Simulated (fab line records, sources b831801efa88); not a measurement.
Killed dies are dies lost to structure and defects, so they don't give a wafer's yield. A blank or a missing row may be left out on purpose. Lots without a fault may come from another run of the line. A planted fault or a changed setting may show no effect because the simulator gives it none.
One fault seen from 2 desks | flow gf180mcu | each desk has only its own numbers; what lay behind them comes last

THE METROLOGY DESK
What the gauges read, lot by lot, whatever tool the lot ran on: means of the sampled wafers that have a number. A lot is out of limits, marked OUT, if its mean lies more than 4 standard deviations from the usual mean; the brackets give that distance.
Columns: A = cd_nm at GF_M5_CD_MEAS_07, usual 279.8 nm; B = M5_OVL at GF_M5_OVL_MEAS_08, usual 0 nm
lot  | first seen here | A     | B
L665 | day 27 11:49    | 280.1 | 3
L667 | day 28 01:49    | 281.0 | 2
L674 | day 30 04:22    | 282.3 | 3
L675 | day 30 12:08    | 282.2 | -1
L680 | day 31 13:56    | 279.1 | 2
L683 | day 32 09:07    | 278.5 | -0
This desk's finding: nothing out of limits on any of the 6 lots.

THE TOOL OWNER'S DESK: krf_scanner-02
The tool's own readings at GF_M5_EXPOSE_04 (exposes mask Metal5, target cd 280 nm): means of the sampled wafers that have a number, for each lot that ran on this tool. A lot is out of limits, marked OUT, if its mean lies more than 4 standard deviations from the usual mean; the brackets give that distance.
Columns: A = exposure_dose_mJ_cm2 at GF_M5_EXPOSE_04, usual 27.97
lot  | first seen here | A
L667 | day 27 16:22    | 27.99
L674 | day 29 18:52    | 27.40 (-18) OUT
L675 | day 30 03:16    | 27.42 (-18) OUT
This desk's finding: out of limits on L674, L675; first on L674, day 29 18:52 (exposure_dose_mJ_cm2 at GF_M5_EXPOSE_04). In limits: L667.

PUT TOGETHER
The tool owner's desk could have raised an alarm at day 29 18:52, on L674, L675.
The metrology desk saw nothing out of limits.
The metrology desk has L674, L675 on record, within its limits.
Of the lots named, all ran GF_M5_EXPOSE_04 on krf_scanner-02.

WHAT THE SIMULATOR HAD PUT IN
Process parameter drift: krf_scanner-02, from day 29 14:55 on, at GF_M5_EXPOSE_04. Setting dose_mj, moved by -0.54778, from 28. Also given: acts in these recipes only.
Lots struck among those shown: L674, L675.
Hours from the fault's start to each desk's first reading out of limits: the tool owner's desk, 4.
